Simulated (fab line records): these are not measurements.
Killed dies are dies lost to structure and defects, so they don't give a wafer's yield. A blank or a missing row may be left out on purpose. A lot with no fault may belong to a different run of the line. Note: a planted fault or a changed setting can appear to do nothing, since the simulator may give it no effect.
Chamber matching ; flow sky130 ; 4 sister chambers for SKY_LI_CONTACT_CMP_24 on cmp-01
The step polishes, stops on PSG, t overpolish 20 s, target thk 0 nm. 4 wafers are shown with their chamber, then 7 later ones without.

WAFERS WITH THEIR CHAMBER
wafer;chamber;motorCurrentA (A)
L535.2;3;12.5
L543.6;2;10.4
L546.6;1;9.9
L551.2;0;10.1

WAFERS MISSING THEIR CHAMBER
wafer;motorCurrentA (A)
L551.4;10.7
L552.4;10.6
L552.5;12.9
L552.6;10.4
L553.2;11.8
L553.4;9.7
L553.6;10.5

CHAMBER TAKEN BY EACH
wafer;from the rows above;in truth
L551.4;can't be placed: 2 or 0 or 1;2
L552.4;can't be placed: 2 or 0 or 1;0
L552.5;3;3
L552.6;can't be placed: 2 or 0 or 1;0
L553.2;3;3
L553.4;can't be placed: 1 or 0 or 2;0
L553.6;can't be placed: 2 or 0 or 1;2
2 of 7 placed correctly. These rows do not allow placing 5 (true chamber among the candidates in 5). Wrongly placed: 0.
How it was worked out, from the rows above alone: a wafer's distance from a chamber is the root of the sum, over the readings, of the square of ((its reading less the chamber's mean) divided by the reading's scatter). If the next closest chamber is less than 2 further off than the closest, the wafer can't be placed; otherwise it belongs to the closest. A chamber's mean is the mean of its shown wafers. The scatter: root of mean squared gap, hidden wafer to nearest shown wafer, with one shown wafer a chamber.
